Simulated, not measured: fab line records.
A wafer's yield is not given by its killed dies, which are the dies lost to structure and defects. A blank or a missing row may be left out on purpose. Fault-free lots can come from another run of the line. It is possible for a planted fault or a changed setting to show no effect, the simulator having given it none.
fab line records	flow sky130
record: lots: 12	wafers: 36	last-day: 50
route steps=708 shown METAL4@601 VIA4@652 METAL5@664 PAD_OPEN@708
lots that met no fault: taken from a fault-free run of the same line
start-h: hours from the record's opening day to when the first of the lot's shown wafers began	wait-h: how many hours have passed since the lot's step before this one	" the same as in the row above	L1.1+2: a row that stands for several wafers	- value missing, or start not given	* or withheld: withheld	< > ~ a bound
route shown NAME@n: NAME is a module with steps in the file, n the number in the route of the first one	usual: the fault-free wafers' mean and standard deviation	same: alike in all rows	chamber/n: place in a boat	sites: readings site by site	_std_site: standard deviation of those values	_edge_site: outer sites' mean less inner sites'	radius-mm: how far each site lies from the wafer's centre	mask NAME#n: copy n	behind: the most recent tool/chamber to have shaped the wafer	hold: why the lot was held/for how many hours/how that ended	device: the n, p or np transistor that did not switch	end of line: tests of these same wafers at the route's end	a step with no rows: only its recipe	killed: not the wafer's yield, but the dies lost to structure and defects at the first sort	map: the dies of a wafer, with x for killed, . for not killed, _ for no die there
set.NAME: the run value of the setting; set.NAME@STEP: its run value at that earlier step	model.NAME: the simulator's own value behind a step, which no gauge read
one table for each step of the route and one row for each wafer, over a sample of lots
services: a tool's chamber out of use, with start hour (start-h, from the record's first day; less than 0 if before it), hours out, and reason
== steps ==
step: SKY_METAL4_SPUTTER_03
recipe: material: Ti	target-thk-nm: 5	power-w: 3000	time-s: 3.3	chamber-pressure-pa: 0.4
usual: throttle-valve-pct: 29.6/1.2
lot.wafer	tool	chamber	start-h	wait-h	throttle-valve-pct
L625.1	pvd-sputter-01	-	921.97	0.0	29.4
L625.2	"	-	"	"	29.9
L625.3	"	-	"	"	30.1
L628.1	pvd-sputter-02	-	956.20	0.0	31.7
L628.4	"	-	"	"	30.1
L628.6	"	-	"	"	26.2
L629.2	pvd-sputter-01	-	962.85	0.0	29.2
L629.3	"	-	"	"	30.2
L629.5	"	-	"	"	29.7
L630.3	pvd-sputter-04	-	965.67	0.0	29.0
L630.4	"	-	"	"	29.2
L630.5	"	-	"	"	30.9
L631.2	pvd-sputter-01	-	971.73	0.0	30.4
L631.3	"	-	"	"	29.6
L631.6	"	-	"	"	29.8
L632.2	pvd-sputter-02	-	978.81	0.0	28.5
L632.5	"	-	"	"	26.2
L632.6	"	-	"	"	31.3
L633.2	pvd-sputter-04	-	984.62	0.0	30.9
L633.3	"	-	"	"	30.0
L633.6	"	-	"	"	29.8
L634.3	pvd-sputter-01	-	992.61	0.0	29.3
L634.4	"	-	"	"	29.8
L634.6	"	-	"	"	29.5
L635.2	pvd-sputter-02	-	1008.37	0.0	26.5
L635.4	"	-	"	"	28.6
L635.6	"	-	"	"	31.2
L644.2	pvd-sputter-04	-	1060.02	0.0	30.2
L644.3	"	-	"	"	31.0
L644.4	"	-	"	"	29.2
L645.1	pvd-sputter-04	-	1069.23	0.0	30.6
L645.3	"	-	"	"	28.8
L645.6	"	-	"	"	29.3
L647.2	pvd-sputter-04	-	1075.07	0.0	29.3
L647.5	"	-	"	"	30.1
L647.6	"	-	"	"	31.0
step: SKY_VIA4_STRIP_13
recipe: chemistry: O2/N2	power-w: 1400	pressure-mtorr: 1500	platen-temp-c: withheld	o2-flow-sccm: 3000	n2-flow-sccm: 300	overash-fraction: 0.5
usual: chamber-pressure-mTorr: 1499.8/1.4	drypump-motor-current-A: 5.4/0.35	oes-product-au: 0.709/0.0045	strip-time-to-endpoint-s: 12.802/0.026
lot.wafer	tool	chamber	start-h	wait-h	chamber-pressure-mTorr	drypump-motor-current-A	oes-product-au	rf-hours-counter-h	strip-time-to-endpoint-s
L625.1	plasma-asher-04	0	995.80	-	1498.0	5.5	0.702	117	12.814
L625.2	"	1	"	"	1499.3	4.9	0.709	117	12.818
L625.3	"	0	"	"	1502.2	5.5	0.708	-	12.830
L628.1	plasma-asher-02	1	1028.62	-	1499.1	5.4	0.704	29	12.763
L628.4	"	0	"	"	1499.7	5.3	0.700	-	12.776
L628.6	"	1	"	"	1498.7	5.4	0.714	-	12.788
L629.2	plasma-asher-04	0	1035.70	-	1501.8	5.4	0.715	121	12.839
L629.3	"	1	"	"	1500.4	4.9	0.711	-	12.833
L629.5	"	1	"	"	1500.5	4.9	0.714	-	12.818
L630.3	plasma-asher-02	1	1037.52	-	1500.5	5.4	0.710	-	12.816
L630.4	"	0	"	"	1501.7	5.3	0.712	-	12.791
L630.5	"	1	"	"	1498.2	5.4	0.711	-	12.839
L631.2	plasma-asher-04	1	1042.58	-	1499.5	5.0	0.713	122	12.809
L631.3	"	0	"	"	1499.3	5.4	0.708	-	12.766
L631.6	"	0	"	"	1498.4	5.5	0.707	-	12.833
L632.2	plasma-asher-04	0	1049.37	-	1498.3	5.4	0.704	122	12.803
L632.5	"	1	"	"	1499.1	4.9	0.707	-	12.821
L632.6	"	0	"	"	1499.5	5.4	0.710	-	12.777
L633.2	plasma-asher-04	0	1054.25	-	1500.1	5.4	0.706	123	12.803
L633.3	"	1	"	"	1500.2	5.0	0.710	-	12.784
L633.6	"	0	"	"	1500.5	5.4	0.714	-	12.793
L634.3	plasma-asher-01	1	1062.40	-	1500.4	5.9	0.707	-	12.830
L634.4	"	0	"	"	1499.9	6.1	0.719	-	12.748
L634.6	"	0	"	"	1500.2	6.1	0.707	-	12.810
L635.2	plasma-asher-04	0	1075.23	-	1498.2	5.5	0.704	1	12.823
L635.4	"	1	"	"	1501.3	5.0	0.710	-	12.811
L635.6	"	1	"	"	1498.4	5.0	0.706	-	12.812
L644.2	plasma-asher-02	0	1124.98	-	1498.4	5.3	0.715	38	12.787
L644.3	"	0	"	"	1496.4	5.3	0.704	-	12.798
L644.4	"	1	"	"	1500.6	5.4	0.713	-	12.807
L645.1	plasma-asher-04	0	1131.50	-	1499.2	5.4	0.706	6	12.819
L645.3	"	0	"	"	1500.4	5.4	0.713	-	12.846
L645.6	"	0	"	"	1497.4	5.5	0.715	-	12.796
L647.2	plasma-asher-01	1	1137.63	-	1502.2	5.9	0.712	99	12.826
L647.5	"	1	"	"	1500.0	5.8	0.711	-	12.811
L647.6	"	0	"	"	1501.0	6.0	0.711	-	12.785
step: SKY_VIA4_SPUTTER_17
recipe: material: TiN	target-thk-nm: 20	chamber-pressure-pa: 5	power-w: 4000	time-s: 80
usual: throttle-valve-pct: 29.6/0.81
lot.wafer	tool	chamber	start-h	wait-h	throttle-valve-pct
L625.1	pvd-sputter-04	-	996.45	0.0	28.9
L625.2	"	-	"	"	30.3
L625.3	"	-	"	"	31.0
L628.1	pvd-sputter-01	-	1029.21	0.0	30.5
L628.4	"	-	"	"	29.7
L628.6	"	-	"	"	29.7
L629.2	pvd-sputter-01	-	1036.29	0.0	30.3
L629.3	"	-	"	"	29.8
L629.5	"	-	"	"	29.7
L630.3	pvd-sputter-01	-	1038.08	0.0	29.5
L630.4	"	-	"	"	29.7
L630.5	"	-	"	"	29.7
L631.2	pvd-sputter-04	-	1043.18	0.0	28.6
L631.3	"	-	"	"	29.8
L631.6	"	-	"	"	29.1
L632.2	pvd-sputter-04	-	1049.96	0.0	30.8
L632.5	"	-	"	"	29.6
L632.6	"	-	"	"	28.6
L633.2	pvd-sputter-01	-	1054.84	0.0	29.3
L633.3	"	-	"	"	29.8
L633.6	"	-	"	"	29.6
L634.3	pvd-sputter-01	-	1063.00	0.0	30.3
L634.4	"	-	"	"	29.4
L634.6	"	-	"	"	30.0
L635.2	pvd-sputter-04	-	1075.86	0.0	28.8
L635.4	"	-	"	"	30.8
L635.6	"	-	"	"	29.4
L644.2	pvd-sputter-03	-	1125.67	0.0	30.0
L644.3	"	-	"	"	30.0
L644.4	"	-	"	"	29.8
L645.1	pvd-sputter-03	-	1132.09	0.0	28.7
L645.3	"	-	"	"	30.3
L645.6	"	-	"	"	27.9
L647.2	pvd-sputter-04	-	1138.23	0.0	29.4
L647.5	"	-	"	"	29.0
L647.6	"	-	"	"	29.5
step: SKY_METAL5_SPUTTER_03
recipe: material: Ti	target-thk-nm: 5	power-w: 3000	time-s: 3.3	chamber-pressure-pa: 0.4
usual: throttle-valve-pct: 29.4/1.5
lot.wafer	tool	chamber	start-h	wait-h	throttle-valve-pct
L625.1	pvd-sputter-02	-	997.24	0.0	28.5
L625.2	"	-	"	"	30.0
L625.3	"	-	"	"	26.7
L628.1	pvd-sputter-02	-	1030.00	0.0	28.7
L628.4	"	-	"	"	26.5
L628.6	"	-	"	"	26.3
L629.2	pvd-sputter-04	-	1037.09	0.0	29.4
L629.3	"	-	"	"	30.2
L629.5	"	-	"	"	28.8
L630.3	pvd-sputter-04	-	1039.05	0.0	31.0
L630.4	"	-	"	"	30.1
L630.5	"	-	"	"	30.2
L631.2	pvd-sputter-02	-	1044.98	0.0	30.1
L631.3	"	-	"	"	26.4
L631.6	"	-	"	"	31.2
L632.2	pvd-sputter-02	-	1050.90	0.0	26.4
L632.5	"	-	"	"	30.2
L632.6	"	-	"	"	26.3
L633.2	pvd-sputter-02	-	1055.63	0.0	28.6
L633.3	"	-	"	"	30.0
L633.6	"	-	"	"	28.8
L634.3	pvd-sputter-04	-	1063.79	0.0	30.1
L634.4	"	-	"	"	28.7
L634.6	"	-	"	"	30.1
L635.2	pvd-sputter-02	-	1076.66	0.0	28.6
L635.4	"	-	"	"	29.8
L635.6	"	-	"	"	26.1
L644.2	pvd-sputter-02	-	1126.46	0.0	31.2
L644.3	"	-	"	"	28.6
L644.4	"	-	"	"	30.1
L645.1	pvd-sputter-04	-	1132.88	0.0	30.1
L645.3	"	-	"	"	29.3
L645.6	"	-	"	"	30.2
L647.2	pvd-sputter-04	-	1139.02	0.0	30.9
L647.5	"	-	"	"	29.3
L647.6	"	-	"	"	28.8
step: SKY_PAD_OPEN_PROBE_99
usual: defect-limited-yield: 82.7/2.1	killed_at_M0_to_M3: 43/7.2	killed_at_M4_up: 3.0/1.7	killed-at-contacts: 24/5.3	killed-at-front-end: 15/4.6	killed-at-other: 0.3/0.5	killed-dies: 85/10	killed-on-rim: 17/3.8	killed-open: 46/7.2	killed-short: 39/6.4	sort_bin_3_pad_short: 0.9/0.42	sort_bin_5_function: 10.2/1.6	sort_bin_6_memory: 6.2/1	sort-n-pass: 407/10	sort-yield-pct: 82.7/2.1
same: gross-dies: 492	killed-at-back-side: 0	sort_bin_4_leakage[%]: 0	sort_bin_8_speed[%]: 0
lot.wafer	tool	chamber	start-h	wait-h	defect-limited-yield[%]	killed_at_M0_to_M3	killed_at_M4_up	killed-at-contacts	killed-at-front-end	killed-at-other	killed-dies	killed-on-rim	killed-open	killed-short	sort_bin_3_pad_short[%]	sort_bin_5_function[%]	sort_bin_6_memory[%]	sort-n-pass	sort-yield-pct[%]
L625.1	prober-02	-	1068.00	0.1	81.1	42	1	28	21	1	93	15	56	37	1.0	12.6	5.3	399	81.1
L625.2	prober-02	-	1068.05	0.1	83.5	49	2	18	12	0	81	14	40	41	0.6	10.8	5.1	411	83.5
L625.3	prober-02	-	1068.10	0.2	78.5	46	5	34	21	0	106	22	48	58	1.8	13.2	6.5	386	78.5
L628.1	prober-01	-	1096.86	0.1	80.3	64	0	23	9	1	97	22	55	42	1.6	10.8	7.3	395	80.3
L628.4	prober-01	-	1097.01	0.2	81.7	48	1	26	15	0	90	24	49	41	0.6	11.4	6.3	402	81.7
L628.6	prober-01	-	1097.11	0.2	81.5	47	2	24	18	0	91	19	47	44	0.8	12.0	5.7	401	81.5
L629.2	prober-02	-	1104.63	0.1	82.9	31	6	28	19	0	84	13	46	38	0.4	10.2	6.5	408	82.9
L629.3	prober-02	-	1104.68	0.2	79.9	49	6	28	16	0	99	15	53	46	0.8	14.8	4.5	393	79.9
L629.5	prober-02	-	1104.78	0.2	84.8	34	3	21	17	0	75	17	38	37	0.8	8.1	6.3	417	84.8
L630.3	prober-01	-	1106.19	0.2	83.3	38	2	20	22	0	82	16	40	42	1.6	8.3	6.7	410	83.3
L630.4	prober-01	-	1106.24	0.2	82.3	43	1	24	19	0	87	22	37	50	1.4	9.6	6.7	405	82.3
L630.5	prober-01	-	1106.29	0.2	82.3	43	2	22	20	0	87	16	51	36	0.2	11.2	6.3	405	82.3
L631.2	prober-02	-	1109.79	0.1	77.6	47	3	29	31	0	110	23	61	49	0.8	12.6	8.9	382	77.6
L631.3	prober-02	-	1109.84	0.2	81.3	51	1	18	22	0	92	21	62	30	0.8	10.4	7.5	400	81.3
L631.6	prober-02	-	1109.99	0.2	83.1	44	5	23	10	1	83	14	47	36	1.4	9.8	5.7	409	83.1
L632.2	prober-01	-	1115.71	0.1	81.3	35	6	30	20	1	92	19	51	41	0.8	11.2	6.7	400	81.3
L632.5	prober-01	-	1115.86	0.2	85.0	36	1	20	16	1	74	19	36	38	1.4	7.3	6.3	418	85.0
L632.6	prober-01	-	1115.91	0.2	84.6	41	5	13	17	0	76	15	42	34	0.8	8.3	6.3	416	84.6
L633.2	prober-02	-	1120.00	0.1	83.7	40	3	23	14	0	80	15	48	32	0.6	10.6	5.1	412	83.7
L633.3	prober-02	-	1120.05	0.2	85.6	31	2	19	19	0	71	14	41	30	1.2	7.9	5.3	421	85.6
L633.6	prober-02	-	1120.20	0.2	81.1	50	5	26	11	1	93	20	51	42	0.4	11.6	6.9	399	81.1
L634.3	prober-01	-	1128.06	0.2	80.7	39	4	39	13	0	95	23	58	37	0.8	11.6	6.9	397	80.7
L634.4	prober-01	-	1128.11	0.2	80.3	47	3	37	10	0	97	24	51	46	0.8	10.4	8.5	395	80.3
L634.6	prober-01	-	1128.21	0.2	83.3	43	4	21	13	1	82	18	39	43	0.6	10.2	5.9	410	83.3
L635.2	prober-02	-	1139.90	0.1	83.9	41	1	21	16	0	79	20	44	35	1.6	9.1	5.3	413	83.9
L635.4	prober-02	-	1140.00	0.2	81.9	51	7	23	8	0	89	12	42	47	1.0	11.4	5.7	403	81.9
L635.6	prober-02	-	1140.10	0.2	84.8	41	0	19	15	0	75	11	40	35	0.6	9.6	5.1	417	84.8
L644.2	prober-01	-	1183.55	0.1	83.9	41	1	19	18	0	79	17	45	34	1.0	7.9	7.1	413	83.9
L644.3	prober-01	-	1183.60	0.2	86.4	34	2	21	10	0	67	9	38	29	0.6	8.1	4.9	425	86.4
L644.4	prober-01	-	1183.65	0.2	77.8	32	47	18	12	0	109	21	28	37	3.3	13.8	5.1	383	77.8
L645.1	prober-02	-	1188.30	0.1	81.1	53	3	24	13	0	93	21	45	48	0.8	12.4	5.7	399	81.1
L645.3	prober-02	-	1188.40	0.2	77.8	57	5	25	22	0	109	24	58	51	0.8	12.6	8.7	383	77.8
L645.6	prober-02	-	1188.55	0.2	75.4	41	47	14	19	0	121	26	44	32	2.8	16.7	5.1	371	75.4
L647.2	prober-02	-	1193.50	0.1	75.6	43	41	26	9	1	120	25	46	36	3.0	14.8	6.5	372	75.6
L647.5	prober-02	-	1193.65	0.2	82.1	51	3	21	13	0	88	20	45	43	1.2	10.0	6.7	404	82.1
L647.6	prober-02	-	1193.70	0.2	81.5	50	6	19	15	1	91	15	45	46	1.4	11.8	5.3	401	81.5
killed by level:class
L625.1 CONTACT:geometric-particle:open=15 VIA1:geometric-particle:open=10 VIA1:geometric-particle:short=7 VIA2:geometric-particle:short=7 FIELD_ISO:geometric-particle:open=6 VIA2:geometric-particle:open=6 VIA3:geometric-particle:open=6 CONTACT:geometric-particle:short=5
L625.2 VIA1:geometric-particle:open=8 VIA2:geometric-particle:short=8 VIA3:geometric-particle:open=8 CONTACT:geometric-particle:open=6 VIA1:geometric-particle:short=6 VIA2:geometric-particle:open=6 CONTACT:geometric-particle:short=4 METAL1:geometric-particle:short=4
L625.3 METAL1:geometric-particle:short=12 LI_CONTACT:geometric-particle:open=9 CONTACT:geometric-particle:open=9 VIA1:geometric-particle:open=8 POLY_GATE:geometric-particle:short=7 CONTACT:geometric-particle:short=7 LOCAL_INTERCONNECT:geometric-particle:short=6 VIA3:geometric-particle:open=6
L628.1 VIA1:geometric-particle:open=20 METAL2:geometric-particle:short=9 CONTACT:geometric-particle:open=9 VIA3:geometric-particle:open=8 VIA2:geometric-particle:open=7 VIA1:geometric-particle:short=6 METAL1:geometric-particle:short=5 LI_CONTACT:geometric-particle:open=4
L628.4 CONTACT:geometric-particle:open=10 LI_CONTACT:geometric-particle:open=8 VIA1:geometric-particle:open=8 VIA1:geometric-particle:short=8 VIA2:geometric-particle:open=7 VIA3:geometric-particle:open=6 FIELD_ISO:geometric-particle:short=4 POLY_GATE:geometric-particle:short=4
L628.6 CONTACT:geometric-particle:open=10 VIA1:geometric-particle:open=9 METAL1:geometric-particle:short=8 LI_CONTACT:geometric-particle:open=7 FIELD_ISO:geometric-particle:open=6 VIA2:geometric-particle:open=6 METAL2:geometric-particle:short=6 CONTACT:geometric-particle:short=5
L629.2 CONTACT:geometric-particle:open=13 VIA2:geometric-particle:open=6 FIELD_ISO:geometric-particle:open=5 POLY_GATE:geometric-particle:open=5 LOCAL_INTERCONNECT:geometric-particle:short=5 VIA1:geometric-particle:short=5 LI_CONTACT:geometric-particle:short=4 LI_CONTACT:geometric-particle:open=4
L629.3 CONTACT:geometric-particle:open=11 LI_CONTACT:geometric-particle:open=8 VIA2:geometric-particle:open=8 VIA3:geometric-particle:open=8 CONTACT:geometric-particle:short=7 METAL2:geometric-particle:short=7 POLY_GATE:geometric-particle:short=6 VIA1:geometric-particle:open=6
L629.5 CONTACT:geometric-particle:open=7 CONTACT:geometric-particle:short=6 VIA1:geometric-particle:open=6 POLY_GATE:geometric-particle:short=5 VIA2:geometric-particle:open=5 VIA3:geometric-particle:open=5 METAL1:geometric-particle:short=4 FIELD_ISO:geometric-particle:short=3
L630.3 METAL2:geometric-particle:short=8 FIELD_ISO:geometric-particle:short=7 VIA1:geometric-particle:open=7 CONTACT:geometric-particle:open=6 VIA2:geometric-particle:open=6 POLY_GATE:geometric-particle:open=5 POLY_GATE:geometric-particle:short=4 LI_CONTACT:geometric-particle:open=4
L630.4 VIA3:geometric-particle:open=10 FIELD_ISO:geometric-particle:short=7 VIA1:geometric-particle:short=7 CONTACT:geometric-particle:short=6 LOCAL_INTERCONNECT:geometric-particle:short=6 LI_CONTACT:geometric-particle:open=5 CONTACT:geometric-particle:open=5 METAL1:geometric-particle:short=5
L630.5 VIA1:geometric-particle:open=13 CONTACT:geometric-particle:open=10 FIELD_ISO:geometric-particle:short=7 VIA3:geometric-particle:open=6 LI_CONTACT:geometric-particle:open=6 VIA1:geometric-particle:short=6 VIA2:geometric-particle:open=5 POLY_GATE:geometric-particle:short=4
L631.2 VIA1:geometric-particle:open=13 CONTACT:geometric-particle:open=12 FIELD_ISO:geometric-particle:short=11 VIA2:geometric-particle:open=9 CONTACT:geometric-particle:short=8 FIELD_ISO:geometric-particle:open=6 METAL1:geometric-particle:short=6 LI_CONTACT:geometric-particle:short=5
L631.3 VIA1:geometric-particle:open=17 VIA2:geometric-particle:open=10 VIA3:geometric-particle:open=9 CONTACT:geometric-particle:open=8 FIELD_ISO:geometric-particle:short=7 POLY_GATE:geometric-particle:open=5 METAL1:geometric-particle:short=5 LI_CONTACT:geometric-particle:open=4
L631.6 VIA1:geometric-particle:open=12 CONTACT:geometric-particle:open=8 VIA3:geometric-particle:open=7 VIA1:geometric-particle:short=6 LI_CONTACT:geometric-particle:open=6 LOCAL_INTERCONNECT:geometric-particle:short=4 METAL2:geometric-particle:short=4 METAL4:geometric-particle:short=4
L632.2 FIELD_ISO:geometric-particle:open=11 LI_CONTACT:geometric-particle:open=10 CONTACT:geometric-particle:open=7 VIA1:geometric-particle:open=6 VIA3:geometric-particle:short=6 LOCAL_INTERCONNECT:geometric-particle:short=5 FIELD_ISO:geometric-particle:short=4 LI_CONTACT:geometric-particle:short=4
L632.5 VIA1:geometric-particle:open=8 METAL3:geometric-particle:short=7 FIELD_ISO:geometric-particle:short=6 LI_CONTACT:geometric-particle:open=5 CONTACT:geometric-particle:short=5 CONTACT:geometric-particle:open=5 VIA2:geometric-particle:open=4 VIA3:geometric-particle:open=4
L632.6 VIA3:geometric-particle:open=11 VIA1:geometric-particle:open=8 LI_CONTACT:geometric-particle:open=6 METAL1:geometric-particle:short=6 FIELD_ISO:geometric-particle:open=4 VIA1:geometric-particle:short=4 VIA3:geometric-particle:short=4 METAL4:geometric-particle:short=4
L633.2 CONTACT:geometric-particle:open=13 VIA1:geometric-particle:open=8 VIA2:geometric-particle:open=7 LI_CONTACT:geometric-particle:open=6 VIA3:geometric-particle:open=6 METAL2:geometric-particle:short=5 METAL1:geometric-particle:short=5 POLY_GATE:geometric-particle:short=4
L633.3 METAL3:geometric-particle:short=7 LI_CONTACT:geometric-particle:open=6 POLY_GATE:geometric-particle:open=5 CONTACT:geometric-particle:open=5 VIA3:geometric-particle:open=5 FIELD_ISO:geometric-particle:open=4 POLY_GATE:geometric-particle:short=4 CONTACT:geometric-particle:short=4
L633.6 VIA1:geometric-particle:open=10 VIA2:geometric-particle:open=9 CONTACT:geometric-particle:open=8 LI_CONTACT:geometric-particle:open=7 METAL1:geometric-particle:short=6 METAL2:geometric-particle:short=6 METAL4:geometric-particle:short=5 LOCAL_INTERCONNECT:geometric-particle:short=4
L634.3 CONTACT:geometric-particle:open=18 VIA1:geometric-particle:open=10 LI_CONTACT:geometric-particle:open=8 CONTACT:geometric-particle:short=8 METAL2:geometric-particle:short=6 VIA3:geometric-particle:open=5 FIELD_ISO:geometric-particle:open=4 VIA2:geometric-particle:open=4
L634.4 CONTACT:geometric-particle:open=13 VIA1:geometric-particle:open=10 CONTACT:geometric-particle:short=9 VIA3:geometric-particle:open=9 LI_CONTACT:geometric-particle:open=8 METAL2:geometric-particle:short=7 VIA1:geometric-particle:short=6 LI_CONTACT:geometric-particle:short=4
L634.6 VIA1:geometric-particle:open=11 LI_CONTACT:geometric-particle:open=6 VIA1:geometric-particle:short=6 METAL2:geometric-particle:short=6 VIA2:geometric-particle:open=5 CONTACT:geometric-particle:open=5 FIELD_ISO:geometric-particle:short=4 LOCAL_INTERCONNECT:geometric-particle:short=4
L635.2 VIA3:geometric-particle:open=11 LI_CONTACT:geometric-particle:open=9 VIA1:geometric-particle:open=9 POLY_GATE:geometric-particle:short=6 FIELD_ISO:geometric-particle:open=4 CONTACT:geometric-particle:short=4 CONTACT:geometric-particle:open=4 VIA3:geometric-particle:short=4
L635.4 VIA1:geometric-particle:open=12 VIA2:geometric-particle:open=11 CONTACT:geometric-particle:short=9 METAL2:geometric-particle:short=8 VIA1:geometric-particle:short=7 CONTACT:geometric-particle:open=5 LI_CONTACT:geometric-particle:short=4 METAL4:geometric-particle:short=4
L635.6 VIA1:geometric-particle:open=10 CONTACT:geometric-particle:open=6 VIA2:geometric-particle:open=5 CONTACT:geometric-particle:short=5 VIA1:geometric-particle:short=5 FIELD_ISO:geometric-particle:open=4 POLY_GATE:geometric-particle:short=4 LOCAL_INTERCONNECT:geometric-particle:short=4
L644.2 CONTACT:geometric-particle:open=9 FIELD_ISO:geometric-particle:short=8 VIA3:geometric-particle:open=8 VIA1:geometric-particle:open=8 VIA2:geometric-particle:open=7 FIELD_ISO:geometric-particle:open=6 CONTACT:geometric-particle:short=6 METAL1:geometric-particle:short=5
L644.3 LI_CONTACT:geometric-particle:open=8 VIA1:geometric-particle:open=7 CONTACT:geometric-particle:open=6 VIA3:geometric-particle:open=6 POLY_GATE:geometric-particle:short=4 LOCAL_INTERCONNECT:geometric-particle:short=4 METAL1:geometric-particle:short=4 METAL2:geometric-particle:short=4
L644.4 METAL4:unspecified=44 VIA1:geometric-particle:open=11 LOCAL_INTERCONNECT:geometric-particle:short=6 METAL2:geometric-particle:short=6 VIA1:geometric-particle:short=4 FIELD_ISO:geometric-particle:short=3 POLY_GATE:geometric-particle:open=3 LI_CONTACT:geometric-particle:open=3
L645.1 VIA1:geometric-particle:short=12 VIA1:geometric-particle:open=10 CONTACT:geometric-particle:open=7 POLY_GATE:geometric-particle:open=5 LI_CONTACT:geometric-particle:open=5 VIA2:geometric-particle:open=5 VIA3:geometric-particle:open=4 LOCAL_INTERCONNECT:geometric-particle:short=4
L645.3 VIA1:geometric-particle:open=17 VIA1:geometric-particle:short=11 LI_CONTACT:geometric-particle:open=9 CONTACT:geometric-particle:open=8 METAL1:geometric-particle:short=7 FIELD_ISO:geometric-particle:open=6 VIA3:geometric-particle:open=6 FIELD_ISO:geometric-particle:short=5
L645.6 METAL4:unspecified=45 VIA2:geometric-particle:open=9 CONTACT:geometric-particle:open=7 VIA1:geometric-particle:open=6 METAL2:geometric-particle:short=6 VIA3:geometric-particle:open=6 POLY_GATE:geometric-particle:short=5 FIELD_ISO:geometric-particle:short=4
L647.2 METAL4:unspecified=38 VIA1:geometric-particle:open=14 CONTACT:geometric-particle:open=10 LOCAL_INTERCONNECT:geometric-particle:short=8 METAL2:geometric-particle:short=8 VIA2:geometric-particle:open=6 POLY_GATE:geometric-particle:open=4 LI_CONTACT:geometric-particle:open=4
L647.5 VIA2:geometric-particle:open=12 LI_CONTACT:geometric-particle:open=8 VIA1:geometric-particle:open=7 VIA1:geometric-particle:short=6 VIA3:geometric-particle:short=6 CONTACT:geometric-particle:open=5 FIELD_ISO:geometric-particle:short=4 CONTACT:geometric-particle:short=4
L647.6 VIA1:geometric-particle:open=12 METAL1:geometric-particle:short=9 METAL2:geometric-particle:short=8 LI_CONTACT:geometric-particle:open=6 CONTACT:geometric-particle:open=6 VIA2:geometric-particle:open=6 FIELD_ISO:geometric-particle:open=5 VIA2:geometric-particle:short=4
== services ==
tool	chamber	start-h	hours	kind
pvd-sputter-03	-	911.40	2.3	repair
pvd-sputter-02	-	922.04	4.1	repair
pvd-sputter-02	1	933.67	-	consumable-replace:kit
pvd-sputter-02	1	933.67	18.0	scheduled-down
pvd-sputter-02	1	933.67	18.0	vent-cycle
pvd-sputter-02	-	941.44	5.5	repair
pvd-sputter-02	-	952.73	1.2	repair
pvd-sputter-04	1	970.02	-	consumable-replace:kit
pvd-sputter-04	1	970.02	18.0	scheduled-down
pvd-sputter-04	1	970.02	18.0	vent-cycle
pvd-sputter-03	-	982.94	2.3	repair
pvd-sputter-03	-	990.50	90.0	repair
pvd-sputter-02	-	1020.75	3.3	repair
pvd-sputter-02	0	1050.97	-	consumable-replace:kit
plasma-asher-04	-	1055.25	9.0	pm
pvd-sputter-03	-	1057.02	1.9	repair
plasma-asher-04	-	1071.03	4.0	repair
plasma-asher-02	-	1079.99	2.1	repair
pvd-sputter-01	-	1090.19	24.9	repair
pvd-sputter-02	-	1091.59	0.9	repair
plasma-asher-04	-	1092.80	2.9	repair
pvd-sputter-04	0	1103.11	-	consumable-replace:kit
pvd-sputter-04	0	1103.11	18.0	scheduled-down
pvd-sputter-04	0	1103.11	18.0	vent-cycle
== key ==
first-sign: step: SKY_PAD_OPEN_PROBE_99	reading: killed_at_M4_up	direction: up	sigmas: 24	usual: 3.0	struck: 45
effect: step: SKY_PAD_OPEN_PROBE_99	reading: sort_bin_3_pad_short	direction: up	sigmas: 5.1	usual: 0.9	struck: 3.0
met-at SKY_METAL4_SPUTTER_03
struck-lots L644,L645,L647
struck-wafers L644.4,L645.6,L647.2
not-acting-at SKY_VIA4_STRIP_13,SKY_VIA4_SPUTTER_17,SKY_METAL5_SPUTTER_03
onset-between 965.67 1060.02
fault: kind: chamber-particle-source	tool: pvd-sputter-04	chamber: -	onset-h: 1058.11	steps: SKY_METAL4_SPUTTER_03	rate-per-visit-cm2: 1.2476	end-h: 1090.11	scope: struck-wafers-only
